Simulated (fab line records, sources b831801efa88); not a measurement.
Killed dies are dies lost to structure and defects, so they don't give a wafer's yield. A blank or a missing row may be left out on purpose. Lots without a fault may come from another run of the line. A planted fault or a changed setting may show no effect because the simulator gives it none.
fab line records | flow sky130
record lots=6 wafers=18 last_day=50
route steps=708 shown VIA2@527 METAL3@532 CAPM@537 PAD_OPEN@708
lots that met no fault: from a run of the same line without faults
start_h: hours from the record's first day to the start of the lot's first wafer shown | wait_h: hours since the lot's step before | " the same as in the row above | L1.1+2: a row that stands for several wafers | - no value, or no start given | * or withheld: withheld | < > ~ a bound
route shown NAME@n: a module of which the file shows steps, and the number in the route of the first | usual: mean/standard deviation of fault-free wafers | same: alike in all rows | chamber/n: place in a boat | sites: the reading at each site | _std_site: their standard deviation | _edge_site: outer sites' mean less inner sites' | radius_mm: how far each site lies from the wafer's centre | mask NAME#n: copy n | behind: the tool/chamber that last shaped the wafer | hold: why the lot was held/for how many hours/how that ended | device: the transistor (n, p or np) that didn't switch | end of line: the same wafers' tests at the end of the route | a step without rows: its recipe alone | killed: dies lost to structure and defects at the first sort, not the wafer's yield | map: a wafer's dies, x killed, . not, _ none there
set.NAME: the setting as run; set.NAME@STEP: as run at that earlier step | model.NAME: the simulator's own value behind a step, which no gauge read
lots at some steps of the route; a table a step, a row a wafer
services: from which hour (start_h, from the record's first day; less than 0 if before it) a tool's chamber was out of use, for how many hours, and why
## steps
# step SKY_VIA2_SPUTTER_20
# recipe material=TiN target_thk_nm=20 chamber_pressure_pa=5 power_w=4000 time_s=80
# usual cathode_dc_power_W=4000.0/0.64 throttle_valve_pct=29.9/0.87
# columns lot.wafer tool chamber start_h wait_h cathode_dc_power_W throttle_valve_pct
L865.3 pvd_sputter-03 - 874.61 0.0 3998.9 29.3
L865.4 " - " " 3999.7 29.8
L865.6 " - " " 4000.6 29.6
L869.1 pvd_sputter-01 - 910.33 0.0 4000.0 30.6
L869.2 " - " " 4000.0 29.6
L869.4 " - " " 4000.0 30.3
L872.4 pvd_sputter-02 - 953.52 0.0 3999.7 31.3
L872.5 " - " " 3999.6 28.5
L872.6 " - " " 4000.5 30.8
L874.2 pvd_sputter-02 - 955.95 0.0 4001.1 30.4
L874.5 " - " " 3998.5 31.4
L874.6 " - " " 3999.6 28.6
L881.1 pvd_sputter-03 - 1007.60 0.0 3999.2 29.9
L881.5 " - " " 3999.8 28.9
L881.6 " - " " 4000.0 29.9
L882.1 pvd_sputter-03 - 1011.33 0.0 3999.9 29.7
L882.2 " - " " 3999.6 30.0
L882.6 " - " " 4000.8 28.9
# step SKY_VIA2_CVD_21
# recipe material=W target_thk_nm=420 time_s=126.4 temp_c=400 pressure_torr=40
# usual heater_power_w=842/90
# columns lot.wafer tool chamber start_h wait_h heater_power_w
L865.3 cvd_w-01 0 874.72 0.1 936
L865.4 " 1 " " 988
L865.6 " 1 " " 988
L869.1 cvd_w-02 0 910.39 0.0 749
L869.2 " 1 " " 783
L869.4 " 0 " " 757
L872.4 cvd_w-01 1 953.63 0.1 987
L872.5 " 1 " " 983
L872.6 " 0 " " 864
L874.2 cvd_w-01 1 956.02 0.0 993
L874.5 " 0 " " 885
L874.6 " 1 " " 990
L881.1 cvd_w-01 0 1007.66 0.0 908
L881.5 " 0 " " 874
L881.6 " 1 " " 986
L882.1 cvd_w-01 1 1011.39 0.0 968
L882.2 " 0 " " 883
L882.6 " 0 " " 872
# step SKY_VIA2_RS_MEAS_22
# recipe thk_meas_gauge=four-point-probe reads=W_of_VIA2_CVD_21+TiN_of_VIA2_SPUTTER_20
# usual VIA2_W_RS=0.275/0.0032
# columns lot.wafer tool chamber start_h wait_h VIA2_W_RS[ohm/sq]
L865.3 film_metro-03 - 874.84 0.1 0.273
L865.4 " - " " 0.272
L865.6 " - " " 0.273
L869.1 film_metro-03 - 910.52 0.1 0.272
L869.2 " - " " 0.274
L869.4 " - " " 0.269
L872.4 film_metro-02 - 953.78 0.1 0.278
L872.5 " - " " 0.279
L872.6 " - " " 0.272
L874.2 film_metro-02 - 956.17 0.1 0.279
L874.5 " - " " 0.271
L874.6 " - " " 0.279
L881.1 film_metro-01 - 1007.79 0.1 0.271
L881.5 " - " " 0.271
L881.6 " - " " 0.272
L882.1 film_metro-03 - 1011.52 0.1 0.272
L882.2 " - " " 0.269
L882.6 " - " " 0.273
# step SKY_VIA2_THK_MEAS_23
# recipe thk_meas_gauge=xrf reads=W_of_VIA2_CVD_21
# usual VIA2_W_THK=429/10
# columns lot.wafer tool chamber start_h wait_h VIA2_W_THK[nm]
L865.3 film_metro-03 - 874.94 0.1 440
L865.4 " - " " 441
L865.6 " - " " 440
L869.1 film_metro-03 - 910.64 0.1 444
L869.2 " - " " 441
L869.4 " - " " 448
L872.4 film_metro-02 - 953.87 0.1 415
L872.5 " - " " 415
L872.6 " - " " 426
L874.2 film_metro-02 - 956.28 0.1 415
L874.5 " - " " 428
L874.6 " - " " 415
L881.1 film_metro-01 - 1007.91 0.1 429
L881.5 " - " " 424
L881.6 " - " " 424
L882.1 film_metro-03 - 1011.64 0.1 443
L882.2 " - " " 447
L882.6 " - " " 442
# step SKY_VIA2_CMP_24
# recipe stop_on=SiO2 t_overpolish_s=20 down_force_psi=3.5 platen_rpm=60 target_thk_nm=0 pad_velocity_m_s=0.94248
# step SKY_METAL3_SPUTTER_00
# recipe material=Ti target_thk_nm=15 power_w=2969 time_s=10 chamber_pressure_pa=0.4
# step SKY_METAL3_SPUTTER_01
# recipe material=TiN target_thk_nm=20 power_w=6500 time_s=16.7 chamber_pressure_pa=0.4
# step SKY_METAL3_SPUTTER_02
# recipe material=AlCu target_thk_nm=735 power_w=10600 time_s=39.1 chamber_pressure_pa=0.4
# usual cathode_dc_power_W=10600/1.7 throttle_valve_pct=29.9/0.84
# columns lot.wafer tool chamber start_h wait_h cathode_dc_power_W throttle_valve_pct
L865.3 pvd_sputter-02 - 875.33 0.0 10602 31.2
L865.4 " - " " 10600 30.7
L865.6 " - " " 10600 30.7
L869.1 pvd_sputter-03 - 911.05 0.0 10598 29.6
L869.2 " - " " 10602 29.3
L869.4 " - " " 10596 29.6
L872.4 pvd_sputter-03 - 954.24 0.0 10600 29.6
L872.5 " - " " 10601 29.2
L872.6 " - " " 10602 30.1
L874.2 pvd_sputter-03 - 956.67 0.0 10600 29.1
L874.5 " - " " 10601 29.0
L874.6 " - " " 10601 29.9
L881.1 pvd_sputter-04 - 1008.32 0.0 10598 29.1
L881.5 " - " " 10600 29.0
L881.6 " - " " 10602 29.0
L882.1 pvd_sputter-03 - 1012.05 0.0 10603 29.7
L882.2 " - " " 10602 29.1
L882.6 " - " " 10604 29.2
# step SKY_METAL3_SPUTTER_03
# recipe material=Ti target_thk_nm=5 power_w=3000 time_s=3.3 chamber_pressure_pa=0.4
# step SKY_METAL3_SPUTTER_04
# recipe material=TiN target_thk_nm=70 power_w=6500 time_s=58.3 chamber_pressure_pa=0.3922
# usual cathode_dc_power_W=6500.1/1.3 throttle_valve_pct=29.9/0.85
# columns lot.wafer tool chamber start_h wait_h cathode_dc_power_W throttle_valve_pct
L865.3 pvd_sputter-02 - 875.39 0.0 6499.2 31.4
L865.4 " - " " 6501.1 30.7
L865.6 " - " " 6499.1 30.9
L869.1 pvd_sputter-03 - 911.10 0.0 6499.2 29.3
L869.2 " - " " 6498.9 29.0
L869.4 " - " " 6501.6 30.0
L872.4 pvd_sputter-03 - 954.30 0.0 6503.2 29.5
L872.5 " - " " 6501.3 29.5
L872.6 " - " " 6502.6 30.1
L874.2 pvd_sputter-03 - 956.73 0.0 6499.1 29.1
L874.5 " - " " 6499.0 29.4
L874.6 " - " " 6501.8 29.8
L881.1 pvd_sputter-04 - 1008.38 0.0 6497.8 28.9
L881.5 " - " " 6496.9 28.9
L881.6 " - " " 6500.4 29.1
L882.1 pvd_sputter-03 - 1012.10 0.0 6501.4 29.6
L882.2 " - " " 6500.3 29.1
L882.6 " - " " 6501.0 29.1
# step SKY_CAPM_CVD_00
# recipe material=SiO2 target_thk_nm=15.5 temp_c=400 time_s=withheld rf_w=450
# step SKY_CAPM_THK_MEAS_01
# recipe reads=SiO2_of_CAPM_CVD_00
# usual CAPM_CVD_00_THK=15.59/0.27
# columns lot.wafer tool chamber start_h wait_h CAPM_CVD_00_THK[nm]
L865.3 film_metro-01 - 875.48 - 15.78
L865.4 " - " " 15.96
L865.6 " - " " 15.47
L869.1 film_metro-04 - 911.18 - 15.61
L869.2 " - " " 15.20
L869.4 " - " " 15.51
L872.4 film_metro-03 - 954.40 - 15.82
L872.5 " - " " 16.00
L872.6 " - " " 15.58
L874.2 film_metro-01 - 956.81 - 15.74
L874.5 " - " " 16.32
L874.6 " - " " 15.64
L881.1 film_metro-03 - 1008.45 - 15.50
L881.5 " - " " 16.07
L881.6 " - " " 15.61
L882.1 film_metro-04 - 1012.19 - 15.21
L882.2 " - " " 15.02
L882.6 " - " " 15.59
# step SKY_CAPM_SPUTTER_02
# recipe material=TiN target_thk_nm=200 temp_c=300 power_w=6500 time_s=166.7 chamber_pressure_pa=0.4
# usual cathode_dc_power_W=6500.1/1.1 throttle_valve_pct=30.3/0.88
# columns lot.wafer tool chamber start_h wait_h cathode_dc_power_W throttle_valve_pct
L865.3 pvd_sputter-01 - 875.52 0.0 6499.8 30.7
L865.4 " - " " 6501.3 29.6
L865.6 " - " " 6498.8 31.1
L869.1 pvd_sputter-01 - 911.24 0.1 6498.7 30.8
L869.2 " - " " 6500.8 29.5
L869.4 " - " " 6500.0 31.3
L872.4 pvd_sputter-02 - 954.43 0.0 6502.2 30.8
L872.5 " - " " 6501.4 28.3
L872.6 " - " " 6499.6 31.2
L874.2 pvd_sputter-04 - 956.86 0.0 6500.1 28.8
L874.5 " - " " 6500.9 30.9
L874.6 " - " " 6502.5 30.3
L881.1 pvd_sputter-02 - 1008.51 0.1 6499.0 28.8
L881.5 " - " " 6498.7 30.2
L881.6 " - " " 6500.8 31.2
L882.1 pvd_sputter-02 - 1012.25 0.1 6501.6 30.2
L882.2 " - " " 6500.1 31.3
L882.6 " - " " 6500.3 28.8
# step SKY_CAPM_RS_MEAS_03
# recipe thk_meas_gauge=four-point-probe reads=TiN_of_CAPM_SPUTTER_02
# usual CAPM_TIN_RS=6.91/0.062
# columns lot.wafer tool chamber start_h wait_h CAPM_TIN_RS[ohm/sq]
L865.3 film_metro-04 - 875.67 0.1 6.89
L865.4 " - " " 6.89
L865.6 " - " " 6.85
L869.1 film_metro-04 - 911.34 0.1 6.90
L869.2 " - " " 6.93
L869.4 " - " " 6.88
L872.4 film_metro-04 - 954.60 0.1 6.97
L872.5 " - " " 6.97
L872.6 " - " " 6.88
L874.2 film_metro-04 - 956.99 0.1 6.95
L874.5 " - " " 6.93
L874.6 " - " " 6.98
L881.1 film_metro-01 - 1008.62 0.1 6.80
L881.5 " - " " 6.87
L881.6 " - " " 6.85
L882.1 film_metro-01 - 1012.36 0.1 7.02
L882.2 " - " " 6.94
L882.6 " - " " 6.99
# step SKY_CAPM_THK_MEAS_04
# recipe thk_meas_gauge=xrf reads=TiN_of_CAPM_SPUTTER_02
# usual CAPM_TIN_THK=198.0/2.5
# columns lot.wafer tool chamber start_h wait_h CAPM_TIN_THK[nm]
L865.3 film_metro-04 - 875.77 0.1 198.5
L865.4 " - " " 197.8
L865.6 " - " " 199.3
L869.1 film_metro-04 - 911.46 0.1 197.9
L869.2 " - " " 197.9
L869.4 " - " " 200.3
L872.4 film_metro-04 - 954.69 0.1 194.2
L872.5 " - " " 195.0
L872.6 " - " " 197.3
L874.2 film_metro-04 - 957.10 0.1 195.3
L874.5 " - " " 195.8
L874.6 " - " " 194.0
L881.1 film_metro-01 - 1008.74 0.1 198.4
L881.5 " - " " 196.9
L881.6 " - " " 197.7
L882.1 film_metro-01 - 1012.48 0.1 192.4
L882.2 " - " " 194.9
L882.6 " - " " 193.8
# step SKY_CAPM_DEHYDRATE_05
# recipe temp_c=200 time_s=60
# step SKY_CAPM_HMDS_06
# recipe prime_time_s=60 prime_temp_c=120
# step SKY_CAPM_COAT_07
# recipe resist=NOVOLAK spin_rpm=3000 resist_thk_nm=1140
# step SKY_CAPM_SOFTBAKE_08
# recipe temp_c=90 time_s=60 resist=NOVOLAK
# step SKY_CAPM_EXPOSE_09
# recipe mask_id=CAPM na=0.6 source_shape=conventional sigma_outer=0.6 polarization=unpolarized target_cd_nm=1000 dose_mj=159
# step SKY_CAPM_PEB_10
# recipe temp_c=withheld time_s=* resist=NOVOLAK
# step SKY_CAPM_DEVELOP_11
# recipe resist=NOVOLAK developer=TMAH develop_time_s=60 dev_temp_c=23
# step SKY_CAPM_OVL_MEAS_12
# usual CAPM_OVL=0.3/1.5
# columns lot.wafer tool chamber start_h wait_h CAPM_OVL[nm]
L865.3 overlay-02 - 900.82 0.1 0.5
L865.4 " - " " 1.1
L865.6 " - " " -0.3
L869.1 overlay-01 - 935.88 0.1 1.2
L869.2 " - " " 1.1
L869.4 " - " " 0.5
L872.4 overlay-02 - 979.00 0.1 -1.6
L872.5 " - " " -0.8
L872.6 " - " " -2.4
L874.2 overlay-01 - 980.79 0.1 -0.8
L874.5 " - " " 0.1
L874.6 " - " " -1.2
L881.1 overlay-02 - 1031.77 0.1 1.3
L881.5 " - " " 1.3
L881.6 " - " " 2.8
L882.1 overlay-01 - 1035.06 0.1 -0.4
L882.2 " - " " 0.6
L882.6 " - " " 0.5
# step SKY_CAPM_METAL_ETCH_13
# recipe target_depth_nm=220 stop_on=SiO2 chemistry=Cl2/BCl3 target=TiN pressure_mtorr=10 icp_w=900 bias_w=48.5 Cl2_flow_sccm=60 bcl3_flow_sccm=30 time_s=62.9
# step SKY_CAPM_STRIP_14
# recipe chemistry=O2/N2 power_w=1400 pressure_mtorr=1500 platen_temp_c=withheld o2_flow_sccm=3000 n2_flow_sccm=300 overash_fraction=0.5
# step SKY_CAPM_STRIP_15
# recipe chemistry=post_etch_residue_remover time_s=1200 temp_c=72.5
# step SKY_CAPM_CLEAN_16
# recipe chemistry=IPA time_s=180 temp_c=25
# step SKY_CAPM_CLEAN_17
# recipe chemistry=O3/DIW dry=n2_spin
# step SKY_METAL3_DEHYDRATE_05
# recipe temp_c=200 time_s=60
# step SKY_METAL3_HMDS_06
# recipe prime_time_s=60 prime_temp_c=120
# step SKY_METAL3_COAT_07
# recipe resist=BARC temp_c=withheld time_s=withheld spin_rpm=3000 resist_thk_nm=60
# step SKY_METAL3_COAT_08
# recipe resist=KrF-thick spin_rpm=3000 resist_thk_nm=1140
# step SKY_METAL3_SOFTBAKE_09
# recipe temp_c=100 time_s=90 resist=KrF-thick
# step SKY_METAL3_EXPOSE_10
# recipe mask_id=MM3 na=0.68 source_shape=annular sigma_inner=0.4 sigma_outer=0.8 target_cd_nm=300 dose_mj=28
# step SKY_METAL3_PEB_11
# recipe peb_temp_c=withheld peb_time_s=withheld resist=KrF-thick
# step SKY_METAL3_DEVELOP_12
# recipe develop_time_s=60 resist=KrF-thick dev_temp_c=21
# step SKY_METAL3_CD_MEAS_13
# recipe target_cd_nm=300
# usual cd_nm=300.3/1.5
# columns lot.wafer tool chamber start_h wait_h cd_nm
L865.3 cd_sem-01 - 925.70 - 302.8
L865.4 " - " " 301.5
L865.6 " - " " 303.3
L869.1 cd_sem-01 - 961.10 - 298.6
L869.2 " - " " 298.0
L869.4 " - " " 298.6
L872.4 cd_sem-01 - 1003.81 - 297.8
L872.5 " - " " 299.5
L872.6 " - " " 297.0
L874.2 cd_sem-01 - 1004.80 - 300.8
L874.5 " - " " 300.6
L874.6 " - " " 301.5
L881.1 cd_sem-01 - 1055.43 - 297.7
L881.5 " - " " 297.3
L881.6 " - " " 298.2
L882.1 cd_sem-01 - 1059.18 - 297.0
L882.2 " - " " 298.4
L882.6 " - " " 299.0
# step SKY_METAL3_OVL_MEAS_14
# usual METAL3_OVL=0/5.9
# columns lot.wafer tool chamber start_h wait_h METAL3_OVL[nm]
L865.3 overlay-01 - 925.79 0.1 3
L865.4 " - " " 8
L865.6 " - " " 3
L869.1 overlay-02 - 961.22 0.1 3
L869.2 " - " " -1
L869.4 " - " " -1
L872.4 overlay-02 - 1003.89 0.1 10
L872.5 " - " " 8
L872.6 " - " " 4
L874.2 overlay-01 - 1004.91 0.1 3
L874.5 " - " " -2
L874.6 " - " " 3
L881.1 overlay-01 - 1055.55 0.1 -3
L881.5 " - " " 6
L881.6 " - " " 3
L882.1 overlay-01 - 1059.30 0.1 -14
L882.2 " - " " -8
L882.6 " - " " -7
# step SKY_METAL3_DESCUM_15
# recipe chemistry=O2 source_power_w=150 bias_power_w=0 pressure_mtorr=10 temp_c=40 time_s=8
# step SKY_METAL3_ETCH_16
# recipe chemistry=N2/H2 target=BARC ion_energy_ev=200 bias_w=100 pressure_mtorr=30 n2_flow_sccm=100 h2_flow_sccm=200 icp_w=500 stop_on=SiO2 time_s=88.2 target_depth_a=600
# usual drypump_motor_current_A=6.1/0.42 oes_product_au=0.626/0.0045 throttle_valve_pct=13.204/0.0089
# columns lot.wafer tool chamber start_h wait_h drypump_motor_current_A oes_product_au rf_hours_counter_h throttle_valve_pct
L865.3 rie_metal-04 0 925.88 0.0 6.1 0.630 - 13.201
L865.4 " 1 " " 6.3 0.626 - 13.185
L865.6 " 0 " " 6.1 0.633 - 13.215
L869.1 rie_metal-01 1 961.29 0.0 5.3 0.622 7 13.187
L869.2 " 0 " " 6.8 0.621 10 13.201
L869.4 " 0 " " 6.8 0.632 - 13.200
L872.4 rie_metal-04 0 1004.07 0.1 6.1 0.627 - 13.207
L872.5 " 0 " " 6.1 0.626 - 13.210
L872.6 " 0 " " 6.1 0.634 - 13.208
L874.2 rie_metal-01 1 1004.97 0.0 5.3 0.624 9 13.199
L874.5 " 0 " " 6.8 0.623 - 13.214
L874.6 " 1 " " 5.3 0.627 - 13.194
L881.1 rie_metal-03 0 1055.62 0.0 6.2 0.630 21 13.210
L881.5 " 0 " " 6.2 0.623 - 13.206
L881.6 " 1 " " 6.1 0.631 - 13.215
L882.1 rie_metal-03 1 1059.37 0.0 6.1 0.627 15 13.185
L882.2 " 0 " " 6.2 0.630 21 13.207
L882.6 " 0 " " 6.2 0.623 - 13.197
# step SKY_METAL3_ETCH_17
# recipe target=SiO2 stop_on=TiN chemistry=C4F8/O2/Ar source_w=1500 bias_w=1200 pressure_mtorr=40 c4f8_flow_sccm=withheld O2_flow_sccm=6 Ar_flow_sccm=300 time_s=3.9 target_depth_a=150
# step SKY_METAL3_METAL_ETCH_18
# recipe target_depth_a=8450 stop_on=SiO2 over_etch_frac=0.3 time_s=183.1 chemistry=Cl2/BCl3 resist_sidewall_deg=88 pressure_mtorr=10 icp_w=900 bias_w=48.5 Cl2_flow_sccm=60 bcl3_flow_sccm=30
# step SKY_PAD_OPEN_PROBE_99
# usual defect_limited_yield=82.4/2 killed_at_M0_to_M3=43/7 killed_at_M4_up=3.3/1.8 killed_at_contacts=24/6.2 killed_at_front_end=16/4.7 killed_at_other=0.4/0.58 killed_dies=87/10 killed_open=47/6.4 killed_short=39/7
# same gross_dies=492 killed_at_back_side=0
# columns lot.wafer tool chamber start_h wait_h defect_limited_yield[%] killed_at_M0_to_M3 killed_at_M4_up killed_at_contacts killed_at_front_end killed_at_other killed_dies killed_open killed_short model.etest.tester.sort_n_pass model.etest.tester.sort_yield_pct model.etest.tester.sort_bin_5_pct
L865.3 prober-01 - 1100.03 0.2 80.9 39 4 21 30 0 94 49 45 398 80.89 11.99
L865.4 prober-01 - 1100.08 0.2 79.9 44 5 18 32 0 99 55 41 393 79.88 11.18
L865.6 prober-01 - 1100.18 0.2 80.7 43 6 22 24 0 95 44 51 397 80.69 10.98
L869.1 prober-01 - 1123.40 0.1 83.1 39 2 25 17 0 83 45 38 409 83.13 10.57
L869.2 prober-01 - 1123.45 0.1 84.3 43 6 18 10 0 77 42 35 415 84.35 9.35
L869.4 prober-01 - 1123.55 0.2 84.6 34 3 22 16 1 76 37 39 416 84.55 9.959
L872.4 prober-01 - 1159.45 0.2 82.9 40 3 21 19 1 84 51 33 408 82.93 8.943
L872.5 prober-01 - 1159.50 0.2 82.7 50 0 23 11 1 85 46 39 407 82.72 8.333
L872.6 prober-01 - 1159.55 0.2 83.3 36 3 23 19 1 82 40 42 410 83.33 9.146
L874.2 prober-02 - 1160.57 0.1 80.9 47 2 20 25 0 94 46 46 398 80.89 11.18
L874.5 prober-02 - 1160.72 0.2 77.0 64 9 21 19 0 113 50 55 347 70.53 18.09
L874.6 prober-02 - 1160.77 0.2 82.9 46 2 23 13 0 84 39 44 408 82.93 9.959
L881.1 prober-01 - 1197.89 0.1 81.5 44 1 33 13 0 91 47 42 401 81.5 10.16
L881.5 prober-01 - 1198.09 0.2 79.9 46 4 34 15 0 99 51 48 393 79.88 14.02
L881.6 prober-01 - 1198.14 0.2 73.6 50 7 26 18 29 130 49 52 362 73.58 14.23
L882.1 prober-01 - 1202.37 0.1 86.2 30 2 25 10 1 68 31 37 424 86.18 7.317
L882.2 prober-01 - 1202.42 0.1 78.5 34 3 17 16 36 106 37 33 386 78.46 12.8
L882.6 prober-01 - 1202.62 0.2 81.9 51 3 27 7 1 89 43 46 403 81.91 10.77
# killed by level:class
L865.3 FIELD_ISO:geometric_particle:open=13 VIA1:geometric_particle:open=8 VIA1:geometric_particle:short=7 CONTACT:geometric_particle:open=6 FIELD_ISO:geometric_particle:short=5 POLY_GATE:geometric_particle:short=5 POLY_GATE:geometric_particle:open=5 CONTACT:geometric_particle:short=5
L865.4 FIELD_ISO:geometric_particle:open=10 LI_CONTACT:geometric_particle:open=8 METAL2:geometric_particle:short=8 VIA3:geometric_particle:open=7 POLY_GATE:geometric_particle:open=6 CONTACT:geometric_particle:open=6 METAL1:geometric_particle:open=6 POLY_GATE:geometric_particle:short=5
L865.6 VIA1:geometric_particle:open=11 FIELD_ISO:geometric_particle:short=9 LOCAL_INTERCONNECT:geometric_particle:short=8 VIA1:geometric_particle:short=6 METAL2:geometric_particle:short=6 LI_CONTACT:geometric_particle:open=5 POLY_GATE:geometric_particle:short=5 CONTACT:geometric_particle:open=5
L869.1 CONTACT:geometric_particle:open=11 FIELD_ISO:geometric_particle:open=8 METAL1:geometric_particle:short=7 FIELD_ISO:geometric_particle:short=6 VIA3:geometric_particle:open=6 CONTACT:geometric_particle:short=6 VIA1:geometric_particle:open=6 VIA2:geometric_particle:open=6
L869.2 VIA2:geometric_particle:open=11 VIA1:geometric_particle:open=8 VIA1:geometric_particle:short=5 LOCAL_INTERCONNECT:geometric_particle:short=4 CONTACT:geometric_particle:short=4 CONTACT:geometric_particle:open=4 METAL2:geometric_particle:short=4 FIELD_ISO:geometric_particle:open=3
L869.4 CONTACT:geometric_particle:open=11 VIA1:geometric_particle:open=7 VIA1:geometric_particle:short=6 FIELD_ISO:geometric_particle:open=4 FIELD_ISO:geometric_particle:short=4 LOCAL_INTERCONNECT:geometric_particle:short=4 VIA2:geometric_particle:open=4 METAL1:geometric_particle:short=4
L872.4 VIA1:geometric_particle:open=10 CONTACT:geometric_particle:open=8 VIA3:geometric_particle:open=8 LI_CONTACT:geometric_particle:open=6 METAL2:geometric_particle:short=6 VIA2:geometric_particle:open=5 FIELD_ISO:geometric_particle:short=4 FIELD_ISO:geometric_particle:open=4
L872.5 CONTACT:geometric_particle:open=11 VIA3:geometric_particle:open=10 VIA1:geometric_particle:open=9 VIA1:geometric_particle:short=6 FIELD_ISO:geometric_particle:short=5 VIA3:geometric_particle:short=5 LI_CONTACT:geometric_particle:open=4 METAL2:geometric_particle:short=4
L872.6 VIA1:geometric_particle:open=12 FIELD_ISO:geometric_particle:short=8 CONTACT:geometric_particle:open=7 LI_CONTACT:geometric_particle:open=6 POLY_GATE:geometric_particle:short=5 METAL1:geometric_particle:short=5 VIA3:geometric_particle:open=5 LI_CONTACT:geometric_particle:short=4
L874.2 VIA1:geometric_particle:open=10 LI_CONTACT:geometric_particle:open=8 METAL2:geometric_particle:short=8 VIA2:geometric_particle:open=7 FIELD_ISO:geometric_particle:short=6 FIELD_ISO:geometric_particle:open=6 METAL1:geometric_particle:short=5 CONTACT:geometric_particle:open=5
L874.5 VIA1:geometric_particle:open=11 VIA3:geometric_particle:open=10 METAL2:geometric_particle:short=10 VIA4:area_etch=7 METAL1:geometric_particle:short=6 CONTACT:geometric_particle:open=6 VIA1:geometric_particle:short=6 LI_CONTACT:geometric_particle:open=5
L874.6 METAL2:geometric_particle:short=10 VIA1:geometric_particle:open=9 LI_CONTACT:geometric_particle:open=6 VIA3:geometric_particle:open=6 POLY_GATE:geometric_particle:open=5 LI_CONTACT:geometric_particle:short=4 LOCAL_INTERCONNECT:geometric_particle:short=4 CONTACT:geometric_particle:short=4
L881.1 CONTACT:geometric_particle:open=14 VIA1:geometric_particle:open=9 VIA3:geometric_particle:open=9 METAL2:geometric_particle:short=7 LOCAL_INTERCONNECT:geometric_particle:short=6 VIA1:geometric_particle:short=6 METAL1:geometric_particle:short=5 CONTACT:geometric_particle:short=5
L881.5 VIA1:geometric_particle:open=12 VIA3:geometric_particle:open=10 CONTACT:geometric_particle:open=9 CONTACT:geometric_particle:short=8 METAL2:geometric_particle:short=8 LI_CONTACT:geometric_particle:open=7 LI_CONTACT:geometric_particle:short=5 LOCAL_INTERCONNECT:geometric_particle:short=5
L881.6 CAPM:unspecified=29 METAL2:geometric_particle:short=12 VIA3:geometric_particle:open=9 LI_CONTACT:geometric_particle:open=8 CONTACT:geometric_particle:open=8 FIELD_ISO:geometric_particle:open=6 VIA2:geometric_particle:open=5 VIA1:geometric_particle:short=5
L882.1 CONTACT:geometric_particle:open=10 VIA1:geometric_particle:open=8 METAL1:geometric_particle:short=6 VIA1:geometric_particle:short=6 LI_CONTACT:geometric_particle:open=4 LI_CONTACT:geometric_particle:short=4 CONTACT:geometric_particle:short=4 METAL3:geometric_particle:short=3
L882.2 CAPM:unspecified=36 LOCAL_INTERCONNECT:geometric_particle:short=6 VIA3:geometric_particle:open=6 FIELD_ISO:geometric_particle:short=5 CONTACT:geometric_particle:open=5 VIA1:geometric_particle:open=5 VIA1:geometric_particle:short=5 VIA2:geometric_particle:open=5
L882.6 CONTACT:geometric_particle:open=13 VIA1:geometric_particle:open=9 METAL1:geometric_particle:short=8 VIA2:geometric_particle:short=8 VIA3:geometric_particle:open=7 CONTACT:geometric_particle:short=6 VIA1:geometric_particle:short=5 LI_CONTACT:geometric_particle:open=4
# map L881.6 (x killed, . not)
__________.......x.._________
________.............x_______
______.....x.x..xx.x...._____
_____........x...x.......____
____.....x......x......x..___
___...x..x...x...x....x....__
__...xxx.....xx...x..x...x.._
_....x..xx..x...xx..........x
_x.............x..........xxx
_x....xx.....x.x...x.x...x..x
_.x..x.x...xx.x.x...xx..x....
_.xx................x..xxx...
_.....x.....x..x...........x.
_x.x.......x....x.........x..
_...xx.xx...x.x....xxx....x.x
__xxxxxxxx..x...x..........x_
___xxxxxxxxx.xx............__
____xxxxxxx.........x.x...___
_____xxxx.x...x......x...____
______x.xxx......x..x..._____
________.......x......_______
__________.x.....x.x_________
# map L882.2 (x killed, . not)
__________..x....x.._________
________x.......x..x.._______
______x..x..........x..._____
_____..x......x..........____
____......x.x..........xx.___
___..........x.......x.x...__
__..........x..............._
_....x...x...x...........x...
_...x............x.........x.
_....xx.........xxx.x.....x..
_..x....x....xx........x.....
_x.xx.x....xx.....x........x.
_.xxxx.............x......x.x
_x.xx..x............xx......x
_x...xxxx..................x.
__..xxxxxxx.........xx.....x_
___xxxxxx..x..............x__
____xxxxx.x...xx..........___
_____xxxxx.x.....x.....x.____
______xx.xx....x........_____
________...........x.._______
__________.x........_________
## services
# columns tool chamber start_h hours kind
pvd_sputter-03 0 880.90 - consumable_replace:kit
pvd_sputter-03 0 880.90 18.0 scheduled_down
pvd_sputter-03 0 880.90 18.0 vent_cycle
cvd_w-01 - 882.83 14.6 pm
cvd_w-01 - 904.00 14.0 pm
cvd_w-01 0 904.00 14.0 vent_cycle
cvd_w-01 1 904.00 14.0 vent_cycle
pvd_sputter-02 0 914.09 - consumable_replace:kit
pvd_sputter-02 0 914.09 18.0 scheduled_down
pvd_sputter-02 0 914.09 18.0 vent_cycle
cvd_w-01 0 918.00 - clean
cvd_w-01 1 918.00 - clean
pvd_sputter-03 - 924.89 2.9 repair
pvd_sputter-01 - 954.81 4.3 repair
pvd_sputter-04 0 961.27 - consumable_replace:kit
pvd_sputter-04 0 961.27 18.0 scheduled_down
pvd_sputter-04 0 961.27 18.0 vent_cycle
rie_metal-03 0 964.31 4.1 repair
rie_metal-04 1 988.97 15.5 repair
pvd_sputter-03 3 1025.44 - consumable_replace:kit
pvd_sputter-03 3 1025.44 18.0 scheduled_down
pvd_sputter-03 3 1025.44 18.0 vent_cycle
rie_metal-04 - 1048.09 2.8 pm
pvd_sputter-04 - 1048.40 6.9 repair
## key
first_sign step=SKY_PAD_OPEN_PROBE_99 reading=killed_at_other direction=up sigmas=32 usual=0.4 struck=32.5
effect step=SKY_PAD_OPEN_PROBE_99 reading=defect_limited_yield direction=down sigmas=3.1 usual=82.4 struck=76.0
model_effect step=SKY_PAD_OPEN_PROBE_99 value=etest.tester.sort_n_pass without=403 struck=374
met_at SKY_CAPM_SPUTTER_02
struck_wafers L881.6,L882.2
onset_between 954.43 1008.51
fault kind=chamber_particle_source tool=pvd_sputter-02 chamber=- onset_h=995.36 steps=SKY_CAPM_SPUTTER_02 rate_per_visit_cm2=0.52203 end_h=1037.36 scope=struck_wafers_only
